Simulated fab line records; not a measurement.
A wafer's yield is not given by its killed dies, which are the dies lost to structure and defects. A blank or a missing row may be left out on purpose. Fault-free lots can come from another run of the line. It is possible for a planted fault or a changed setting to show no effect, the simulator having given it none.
Lot-split experiment + flow gf180mcu + 23 wafers read from 5 lots, route of 602 steps

## THE SPLIT ITSELF
At GF_POLY_GATE_OXIDATION_16 (stabilise 600 s, purge 300 s, target thk 4 nm), the setting tempC was moved away from the recipe's 850 C on 15 of the 23 wafers read, by -0.8% to -0.5%. This setting was run at the recipe's value on the other wafers.

The reading comes from the split's own step.

## THE READING
SiO2_of_POLY_GATE_OXIDATION_16.thkNm (the simulator's own value, which no gauge read), in nm, at GF_POLY_GATE_OXIDATION_16 (stabilise 600 s, purge 300 s, target thk 4 nm). The file gives no usual value for it. Here, 8 wafers ran the recipe; their average is 3.982 nm with a standard deviation of 0.052 nm.

| wafer  | tool, chamber at the split | tempC as run, C | against the recipe | SiO2_of_POLY_GATE_OXIDATION_16.thkNm, nm | against lot-mates on the recipe |
|--------|----------------------------|-----------------|--------------------|------------------------------------------|---------------------------------|
| L074.1 | -, -                       | 846             | -0.5%              | 3.666                                    | no lot-mate on the recipe       |
| L074.2 | -, -                       | 846             | -0.5%              | 3.78                                     | no lot-mate on the recipe       |
| L074.4 | -, -                       | 846             | -0.5%              | 3.741                                    | no lot-mate on the recipe       |
| L074.5 | -, -                       | 846             | -0.5%              | 3.738                                    | no lot-mate on the recipe       |
| L074.6 | -, -                       | 846             | -0.5%              | 3.708                                    | no lot-mate on the recipe       |
| L075.1 | furnace-02, 0              | 850             | recipe             | 4.03                                     | -                               |
| L075.5 | furnace-02, 0              | 850             | recipe             | 4.026                                    | -                               |
| L075.6 | furnace-02, 0              | 850             | recipe             | 4.071                                    | -                               |
| L078.1 | -, -                       | 846.1           | -0.5%              | 3.7                                      | no lot-mate on the recipe       |
| L078.3 | -, -                       | 846.1           | -0.5%              | 3.71                                     | no lot-mate on the recipe       |
| L078.4 | -, -                       | 846.1           | -0.5%              | 3.682                                    | no lot-mate on the recipe       |
| L078.5 | -, -                       | 846.1           | -0.5%              | 3.689                                    | no lot-mate on the recipe       |
| L078.6 | -, -                       | 846.1           | -0.5%              | 3.673                                    | no lot-mate on the recipe       |
| L079.1 | -, -                       | 850             | recipe             | 3.965                                    | -                               |
| L079.3 | -, -                       | 850             | recipe             | 3.958                                    | -                               |
| L079.4 | -, -                       | 850             | recipe             | 3.903                                    | -                               |
| L079.5 | -, -                       | 850             | recipe             | 3.966                                    | -                               |
| L079.6 | -, -                       | 850             | recipe             | 3.938                                    | -                               |
| L085.1 | -, -                       | 843.4           | -0.8%              | 3.662                                    | no lot-mate on the recipe       |
| L085.3 | -, -                       | 843.4           | -0.8%              | 3.711                                    | no lot-mate on the recipe       |
| L085.4 | -, -                       | 843.4           | -0.8%              | 3.619                                    | no lot-mate on the recipe       |
| L085.5 | -, -                       | 843.4           | -0.8%              | 3.664                                    | no lot-mate on the recipe       |
| L085.6 | -, -                       | 843.4           | -0.8%              | 3.699                                    | no lot-mate on the recipe       |

FIT RESULTS
A straight line over all 23 wafers: SiO2_of_POLY_GATE_OXIDATION_16.thkNm changes by +0.441 nm for each +1% of tempC; r = +0.91; the points scatter about the line by 0.061 nm.
Too few moved wafers have a lot-mate on the recipe to fit a line with each lot's own level taken away.

## FILE'S OWN FIT
SiO2_of_POLY_GATE_OXIDATION_16.thkNm changes by +0.441 nm for each +1% of tempC, r = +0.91.
